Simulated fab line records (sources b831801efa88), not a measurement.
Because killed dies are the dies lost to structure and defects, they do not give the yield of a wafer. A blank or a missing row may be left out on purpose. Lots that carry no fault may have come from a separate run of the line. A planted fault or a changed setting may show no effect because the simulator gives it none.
The same fault as seen by 2 desks + flow gf180mcu + each desk has only its own numbers; what lay behind them comes last

THE METROLOGY DESK
What the gauges read for every lot (on any tool): the sampled wafers with a number, averaged. The brackets show how far a lot's mean lies from the usual mean; more than 4 standard deviations puts the lot out of limits, marked OUT. Of its 9 readings 7 are shown: those that lie furthest out on some lot.
Columns: A = V2_W_THK at GF_V2_THK_MEAS_25, usual 338 nm; B = M3_ALCU_RS at GF_M3_RS_MEAS_05, usual 0.0692 ohm/sq; C = M3_ALCU_THK at GF_M3_THK_MEAS_06, usual 455 nm; D = cd-nm at GF_M3_CD_MEAS_14, usual 279.7 nm; E = M3_OVL at GF_M3_OVL_MEAS_15, usual -2 nm; F = V3_CVD_00_THK at GF_V3_THK_MEAS_01, usual 599 nm; G = V3_BOW at GF_V3_BOW_MEAS_05, usual 115 um
| lot  | first seen here | A   | B      | C   | D     | E  | F   | G   |
|------|-----------------|-----|--------|-----|-------|----|-----|-----|
| L188 | day 22 05:38    | 335 | 0.0694 | 450 | 278.7 | 3  | 603 | 129 |
| L191 | day 23 07:55    | 337 | 0.0687 | 454 | 279.4 | -4 | 607 | 118 |
| L201 | day 26 14:28    | 330 | 0.0684 | 458 | 280.5 | 2  | 593 | 112 |
| L204 | day 27 08:47    | 338 | 0.0688 | 465 | 279.7 | -3 | 605 | 101 |
| L205 | day 27 15:52    | 337 | 0.0696 | 449 | 278.0 | 4  | 611 | 108 |
Result from this desk: across the 5 lots, nothing is out of limits.

THE TOOL OWNER'S DESK: pvd-sputter-01
The tool's own readings at GF_M3_SPUTTER_04 (material TiN, target thk 50 nm, time 41.7 s): means of the sampled wafers that have a number, for each lot that ran on this tool. The brackets show how far a lot's mean lies from the usual mean; more than 4 standard deviations puts the lot out of limits, marked OUT.
Columns: A = throttle-valve-pct at GF_M3_SPUTTER_04, usual 30.0 %
| lot  | first seen here | A    |
|------|-----------------|------|
| L201 | day 26 15:05    | 30.3 |
| L204 | day 27 09:27    | 29.7 |
Result from this desk: across the 2 lots, nothing is out of limits.

ALL TOGETHER
From the metrology desk's view, nothing was out of limits.
Nothing out of limits was seen by the tool owner's desk.

WHAT THE SIMULATOR PUT IN
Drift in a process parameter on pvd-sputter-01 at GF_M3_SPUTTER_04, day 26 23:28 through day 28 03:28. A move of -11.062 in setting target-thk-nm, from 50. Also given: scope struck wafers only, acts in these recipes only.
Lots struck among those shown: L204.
